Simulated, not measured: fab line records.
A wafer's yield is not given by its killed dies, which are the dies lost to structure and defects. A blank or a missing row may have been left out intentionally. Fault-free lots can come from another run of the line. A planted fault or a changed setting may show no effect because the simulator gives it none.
fab line records	flow sky130
record lots=12	wafers=36	lastDay=50
route steps=708 shown CONTACT@420 METAL1@451 METAL2@501 PAD_OPEN@708
lots that met no fault: taken from a fault-free run of the same line
startH: hours from the record's opening day to when the first of the lot's shown wafers began	waitH: hours since the lot's step before	" repeats the value in the row above	L1.1+2: several wafers, shown together as one row	- either no value or no given start	* or withheld: withheld	< > ~ a bound
route shown NAME@n: NAME is a module with steps in the file, n the number in the route of the first one	usual: average and standard deviation across the fault-free wafers	same: alike in all rows	chamber/n: place in a boat	sites: per-site readings	_std_site: the values' standard deviation	_edge_site: the outer-site mean with the inner-site mean subtracted	radiusMm: for every site, how far away it sits from the centre of the wafer	mask NAME#n: copy n	behind: tool/chamber where the wafer was last shaped	hold: why the lot went on hold/how many hours it stayed there/how the hold came to an end	device: whichever transistor did not switch (one of n, p or np)	end of line: tests of these same wafers at the route's end	a step given without rows: its recipe and nothing more	killed: count of dies lost to structure and defects at first sort (not the wafer's yield)	map: shows each die of a wafer: x if killed, . if not, _ if none is there
set.NAME: the setting as run; set.NAME@STEP: as run at that earlier step	model.NAME: the simulator's own value behind a step, which no gauge read
a sample of lots followed through the steps of the route, with each step as a table and each wafer as a row
services: the hour from which a tool's chamber was out of use, counted from the record's first day as startH (under 0 if before that day), plus the number of hours and why
## steps
# step SKY_CONTACT_CD_MEAS_14
# recipe targetCdNm=170
# usual cdNm=169.8/1.4
lot.wafer	tool	chamber	startH	waitH	cdNm
L573.1	cdSem-01	-	766.17	-	170.3
L573.2	"	-	"	"	167.8
L573.3	"	-	"	"	169.7
L577.2	cdSem-02	-	770.28	-	168.6
L577.3	"	-	"	"	169.0
L577.5	"	-	"	"	167.2
L575.2	cdSem-02	-	770.74	-	170.9
L575.4	"	-	"	"	170.1
L575.6	"	-	"	"	170.0
L578.2	cdSem-01	-	783.43	-	169.3
L578.4	"	-	"	"	170.7
L578.5	"	-	"	"	170.5
L579.1	cdSem-02	-	783.63	-	169.7
L579.2	"	-	"	"	170.6
L579.6	"	-	"	"	169.8
L582.1	cdSem-01	-	835.08	-	171.6
L582.2	"	-	"	"	169.9
L582.6	"	-	"	"	171.9
L584.1	cdSem-01	-	837.93	-	169.7
L584.4	"	-	"	"	170.3
L584.5	"	-	"	"	169.1
L590.1	cdSem-01	-	862.68	-	166.9
L590.3	"	-	"	"	167.2
L590.4	"	-	"	"	167.7
L593.3	cdSem-01	-	893.92	-	171.0
L593.5	"	-	"	"	171.0
L593.6	"	-	"	"	170.2
L594.3	cdSem-02	-	894.57	-	171.7
L594.5	"	-	"	"	172.0
L594.6	"	-	"	"	170.0
L592.2	cdSem-02	-	894.90	-	170.5
L592.4	"	-	"	"	171.6
L592.5	"	-	"	"	169.9
L595.2	cdSem-01	-	897.53	-	171.5
L595.4	"	-	"	"	169.6
L595.6	"	-	"	"	169.1
# step SKY_CONTACT_SPUTTER_23
# recipe material=TiN	targetThkNm=20	chamberPressurePa=5	powerW=4000	timeS=80
# usual chamberPressurePa=5.000/0.01	throttleValvePct=29.8/1.1
lot.wafer	tool	chamber	startH	waitH	chamberPressurePa	throttleValvePct
L573.1	pvdSputter-01	-	767.05	0.0	5.012	28.8
L573.2	"	-	"	"	4.996	29.9
L573.3	"	-	"	"	5.021	29.3
L577.2	pvdSputter-01	-	771.17	0.0	5.011	28.7
L577.3	"	-	"	"	4.987	29.1
L577.5	"	-	"	"	4.996	29.3
L575.2	pvdSputter-04	-	771.65	0.0	4.999	28.6
L575.4	"	-	"	"	4.997	30.0
L575.6	"	-	"	"	4.991	30.3
L578.2	pvdSputter-04	-	784.32	0.0	5.007	32.0
L578.4	"	-	"	"	4.980	28.7
L578.5	"	-	"	"	4.991	29.1
L579.1	pvdSputter-03	-	784.52	0.0	5.004	28.1
L579.2	"	-	"	"	5.006	31.1
L579.6	"	-	"	"	4.997	29.2
L582.1	pvdSputter-04	-	835.96	0.0	4.998	28.8
L582.2	"	-	"	"	5.010	31.9
L582.6	"	-	"	"	4.998	30.0
L584.1	pvdSputter-03	-	839.39	0.0	5.000	30.5
L584.4	"	-	"	"	5.010	31.1
L584.5	"	-	"	"	5.002	29.4
L590.1	pvdSputter-04	-	863.59	0.0	5.004	30.2
L590.3	"	-	"	"	5.003	28.7
L590.4	"	-	"	"	4.998	30.1
L593.3	pvdSputter-04	-	894.77	0.0	5.009	28.8
L593.5	"	-	"	"	5.003	28.8
L593.6	"	-	"	"	4.996	32.1
L594.3	pvdSputter-03	-	895.41	0.0	5.003	29.1
L594.5	"	-	"	"	4.992	30.4
L594.6	"	-	"	"	4.991	31.1
L592.2	pvdSputter-04	-	895.79	0.0	4.992	28.7
L592.4	"	-	"	"	5.004	28.8
L592.5	"	-	"	"	4.998	28.9
L595.2	pvdSputter-01	-	898.39	0.0	4.980	28.4
L595.4	"	-	"	"	5.001	30.0
L595.6	"	-	"	"	4.980	28.4
# step SKY_METAL1_DESCUM_17
# recipe chemistry=O2	sourcePowerW=150	biasPowerW=0	pressureMtorr=10	tempC=40	timeS=8
# usual drypumpMotorCurrentA=5.90/0.22	oesProductAu=0.999/0.013
lot.wafer	tool	chamber	startH	waitH	drypumpMotorCurrentA	oesProductAu	rfHoursCounterH
L573.1	rieMetal-03	0	794.68	0.0	5.47	1.015	11
L573.2	"	1	"	"	6.01	0.994	10
L573.3	"	0	"	"	5.49	1.012	-
L577.2	rieMetal-03	1	798.87	0.0	5.98	0.990	10
L577.3	"	1	"	"	5.99	0.994	-
L577.5	"	0	"	"	5.53	1.020	-
L575.2	rieMetal-02	1	799.13	0.0	6.05	0.987	8
L575.4	"	0	"	"	5.86	0.982	-
L575.6	"	1	"	"	6.08	0.983	-
L578.2	rieMetal-02	1	810.92	0.0	6.09	0.990	9
L578.4	"	0	"	"	5.86	0.993	-
L578.5	"	1	"	"	6.06	0.987	-
L579.1	rieMetal-03	1	811.78	0.0	5.97	0.995	11
L579.2	"	0	"	"	5.50	1.017	12
L579.6	"	0	"	"	5.48	1.020	-
L582.1	rieMetal-02	0	862.50	0.0	5.85	0.988	5
L582.2	"	1	"	"	6.07	0.978	10
L582.6	"	1	"	"	6.05	0.982	-
L584.1	rieMetal-02	0	866.88	0.0	5.86	0.988	5
L584.4	"	1	"	"	6.06	0.974	-
L584.5	"	1	"	"	6.01	0.989	-
L590.1	rieMetal-01	1	890.58	0.0	5.94	1.013	16
L590.3	"	1	"	"	5.95	1.002	-
L590.4	"	0	"	"	6.27	1.004	-
L593.3	rieMetal-03	0	920.28	0.0	5.50	1.015	-
L593.5	"	0	"	"	5.49	1.011	-
L593.6	"	1	"	"	5.93	0.997	-
L594.3	rieMetal-02	0	921.35	0.0	5.85	1.002	-
L594.5	"	0	"	"	5.84	1.000	-
L594.6	"	1	"	"	6.03	0.979	-
L592.2	rieMetal-03	1	922.04	0.0	5.98	1.000	15
L592.4	"	0	"	"	5.51	1.004	-
L592.5	"	0	"	"	5.51	1.000	-
L595.2	rieMetal-02	1	923.57	0.0	6.10	0.990	12
L595.4	"	1	"	"	6.09	0.975	-
L595.6	"	1	"	"	6.05	0.992	-
# step SKY_METAL2_ETCH_18
# recipe chemistry=N2/H2	target=BARC	ionEnergyEv=200	biasW=100	pressureMtorr=30	n2FlowSccm=100	h2FlowSccm=200	icpW=500	stopOn=SiO2	timeS=45.9	targetDepthA=600
# usual biasW=99.98/0.27	drypumpMotorCurrentA=6.0/0.38	oesProductAu=0.855/0.0053	throttleValvePct=13.224/0.009
lot.wafer	tool	chamber	startH	waitH	biasW	drypumpMotorCurrentA	oesProductAu	rfHoursCounterH	throttleValvePct
L573.1	rieMetal-01	0	864.81	0.0	99.72	6.2	0.861	10	13.218
L573.2	"	1	"	"	99.61	5.9	0.852	15	13.229
L573.3	"	1	"	"	99.76	5.9	0.853	-	13.220
L577.2	rieMetal-01	1	865.32	0.0	99.81	6.0	0.852	15	13.240
L577.3	"	0	"	"	99.57	6.3	0.858	-	13.203
L577.5	"	0	"	"	99.90	6.3	0.853	-	13.227
L575.2	rieMetal-03	0	865.51	0.0	99.50	5.5	0.851	14	13.239
L575.4	"	1	"	"	99.96	6.0	0.858	-	13.237
L575.6	"	1	"	"	99.98	6.0	0.853	-	13.220
L578.2	rieMetal-04	1	865.67	0.0	100.35	6.4	0.857	5	13.226
L578.4	"	1	"	"	100.13	6.4	0.856	-	13.232
L578.5	"	0	"	"	99.65	5.3	0.854	-	13.229
L579.1	rieMetal-01	1	865.91	0.0	100.15	6.0	0.864	15	13.225
L579.2	"	0	"	"	100.13	6.3	0.848	11	13.226
L579.6	"	0	"	"	99.96	6.3	0.850	-	13.217
L582.1	rieMetal-01	1	915.92	0.0	94.78	6.0	0.862	17	13.218
L582.2	"	0	"	"	94.41	6.3	0.863	12	13.227
L582.6	"	0	"	"	94.25	6.3	0.853	-	13.231
L584.1	rieMetal-01	0	921.06	0.0	93.93	6.3	0.857	13	13.207
L584.4	"	1	"	"	94.05	6.0	0.840	-	13.226
L584.5	"	0	"	"	94.53	6.3	0.848	-	13.216
L590.1	rieMetal-04	0	943.47	0.0	99.89	5.3	0.859	11	13.223
L590.3	"	1	"	"	100.75	6.4	0.851	-	13.224
L590.4	"	0	"	"	99.72	5.3	0.856	-	13.232
L593.3	rieMetal-04	0	973.28	0.0	100.14	5.3	0.860	-	13.224
L593.5	"	1	"	"	99.94	6.4	0.862	-	13.235
L593.6	"	0	"	"	100.07	5.3	0.853	-	13.212
L594.3	rieMetal-01	0	974.28	0.0	99.93	6.3	0.854	-	13.227
L594.5	"	0	"	"	100.12	6.3	0.851	-	13.225
L594.6	"	1	"	"	99.97	6.0	0.858	-	13.222
L592.2	rieMetal-03	0	974.99	0.0	100.00	5.5	0.859	18	13.218
L592.4	"	0	"	"	99.69	5.5	0.862	-	13.213
L592.5	"	0	"	"	99.92	5.5	0.855	-	13.219
L595.2	rieMetal-04	1	976.12	0.0	99.55	6.3	0.858	11	13.213
L595.4	"	1	"	"	100.04	6.4	0.840	-	13.209
L595.6	"	1	"	"	99.55	6.3	0.855	-	13.224
# step SKY_PAD_OPEN_PROBE_99
# usual defectLimitedYield=83.0/1.8	killed_at_M0_to_M3=42/6.6	killed_at_M4_up=3.0/1.7	killedAtContacts=24/5.3	killedAtFrontEnd=15/4.5	killedAtOther=0.2/0.49	killedDies=83/9	killedOpen=45/6.9	killedShort=38/5.8	sort_bin_3_pad_short=0.8/0.4	sort_bin_5_function=10.0/1.5	sort_bin_6_memory=6.1/1.1	sortNPass=409/9	sortYieldPct=83.0/1.8
# same grossDies=492	killedAtBackSide=0	sort_bin_4_leakage[%]=0	sort_bin_8_speed[%]=0
lot.wafer	tool	chamber	startH	waitH	defectLimitedYield[%]	killed_at_M0_to_M3	killed_at_M4_up	killedAtContacts	killedAtFrontEnd	killedAtOther	killedDies	killedOpen	killedShort	sort_bin_3_pad_short[%]	sort_bin_5_function[%]	sort_bin_6_memory[%]	sortNPass	sortYieldPct[%]
L590.1	prober-01	-	1172.24	0.1	85.2	44	1	15	13	0	73	38	35	0.8	8.9	5.1	419	85.2
L590.3	prober-01	-	1172.34	0.2	81.3	53	4	22	13	0	92	52	39	1.2	9.6	7.9	400	81.3
L590.4	prober-01	-	1172.39	0.2	83.3	53	2	17	10	0	82	45	37	1.0	10.0	5.7	410	83.3
# killed by level:class
L590.1 VIA1:geometricParticle:open=10 VIA2:geometricParticle:open=9 METAL1:geometricParticle:short=5 LI_CONTACT:geometricParticle:open=5 VIA1:geometricParticle:short=5 METAL2:geometricParticle:short=5 FIELD_ISO:geometricParticle:short=3 POLY_GATE:geometricParticle:short=3
L590.3 VIA1:geometricParticle:open=16 VIA3:geometricParticle:open=9 LI_CONTACT:geometricParticle:open=6 LOCAL_INTERCONNECT:geometricParticle:short=6 CONTACT:geometricParticle:open=6 VIA1:geometricParticle:short=5 VIA2:geometricParticle:open=5 METAL1:geometricParticle:short=4
L590.4 VIA1:geometricParticle:open=10 METAL2:geometricParticle:short=10 CONTACT:geometricParticle:open=8 VIA3:geometricParticle:open=8 VIA2:geometricParticle:open=6 LI_CONTACT:geometricParticle:open=5 METAL3:geometricParticle:short=4 VIA1:geometricParticle:short=4
## services
tool	chamber	startH	hours	kind
pvdSputter-01	-	768.33	2.6	repair
pvdSputter-01	-	772.90	66.7	repair
pvdSputter-01	-	777.03	4.0	repair
pvdSputter-01	-	786.09	5.0	repair
pvdSputter-01	-	824.39	1.0	repair
rieMetal-04	-	829.42	0.5	repair
pvdSputter-04	-	845.72	6.7	repair
rieMetal-02	-	856.19	4.3	pm
rieMetal-01	1	929.21	-	clean
rieMetal-01	1	929.21	30.8	scheduledDown
rieMetal-01	1	929.21	30.8	ventCycle
pvdSputter-03	-	962.79	1.5	repair
pvdSputter-03	-	968.51	6.8	repair
## key
firstSign step=SKY_METAL2_ETCH_18	reading=biasW	direction=down	sigmas=21	usual=99.98	struck=94.32
effect none on later readings
metAt SKY_METAL2_ETCH_18
struckLots L582,L584
notActingAt SKY_CONTACT_CD_MEAS_14,SKY_CONTACT_SPUTTER_23,SKY_METAL1_DESCUM_17
onsetBetween 865.91 915.92
fault kind=processParameterDrift	tool=rieMetal-01	chamber=-	onsetH=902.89	steps=SKY_METAL2_ETCH_18	channel=biasW	offset=-5.7207	shape=step	endH=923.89	actsIn=theseRecipesOnly	stated=100
